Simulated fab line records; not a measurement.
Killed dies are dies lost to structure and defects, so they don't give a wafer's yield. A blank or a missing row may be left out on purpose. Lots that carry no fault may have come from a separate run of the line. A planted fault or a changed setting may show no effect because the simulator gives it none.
Split-lot trial	flow gf180mcu	23 wafers read across 5 lots, on a route 602 steps long

ABOUT THE SPLIT
At GF_HV_LDD_CVD_56 (deposits Si3N4 from DCS/NH3, target thk 90 nm, time 1543 s), the setting temp-c was moved away from the recipe's 770 C on 15 of the 23 wafers read, by -0.7% to +0.7%. For the rest of the wafers, this setting stayed at what the recipe calls for.

No step appears in the file between the split and the reading.

THE READING
oes-product-au, in a.u., at GF_HV_LDD_ETCHBACK_58 (etches Si3N4 in CH3F/O2, stops on SiO2, time 100 s, target depth 90 nm). Typical for fault-free wafers on this fab line: 0.844 a.u., with standard deviation 0.0056 a.u.

wafer	tool, chamber at the split	temp-c as run, C	against the recipe	oes-product-au, a.u.	against lot-mates on the recipe
L077.2	-, -	770	recipe	0.841	-
L077.3	-, -	770	recipe	0.848	-
L077.4	-, -	770	recipe	0.852	-
L077.5	-, -	770	recipe	0.840	-
L077.6	-, -	770	recipe	0.845	-
L076.1	-, -	764.4	-0.7%	0.803	no lot-mate on the recipe
L076.2	-, -	764.4	-0.7%	0.811	no lot-mate on the recipe
L076.3	-, -	764.4	-0.7%	0.801	no lot-mate on the recipe
L076.5	-, -	764.4	-0.7%	0.806	no lot-mate on the recipe
L076.6	-, -	764.4	-0.7%	0.803	no lot-mate on the recipe
L081.2	lpcvd-01, 1	770	recipe	0.856	-
L081.3	lpcvd-01, 1	770	recipe	0.845	-
L081.4	lpcvd-01, 1	770	recipe	0.847	-
L080.2	-, -	767.7	-0.3%	0.815	no lot-mate on the recipe
L080.3	-, -	767.7	-0.3%	0.823	no lot-mate on the recipe
L080.4	-, -	767.7	-0.3%	0.824	no lot-mate on the recipe
L080.5	-, -	767.7	-0.3%	0.823	no lot-mate on the recipe
L080.6	-, -	767.7	-0.3%	0.820	no lot-mate on the recipe
L083.2	-, -	775.4	+0.7%	0.883	no lot-mate on the recipe
L083.3	-, -	775.4	+0.7%	0.887	no lot-mate on the recipe
L083.4	-, -	775.4	+0.7%	0.893	no lot-mate on the recipe
L083.5	-, -	775.4	+0.7%	0.887	no lot-mate on the recipe
L083.6	-, -	775.4	+0.7%	0.893	no lot-mate on the recipe

FIT RESULTS
A straight line over all 23 wafers: oes-product-au changes by +0.0605 a.u. for each +1% of temp-c; r = +0.98; the points scatter about the line by 0.0056 a.u.
Too few moved wafers with a lot-mate on the recipe to fit a line net of each lot's own level.

THE FILE'S OWN FIT
oes-product-au changes by +0.0604 a.u. for each +1% of temp-c, r = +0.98.
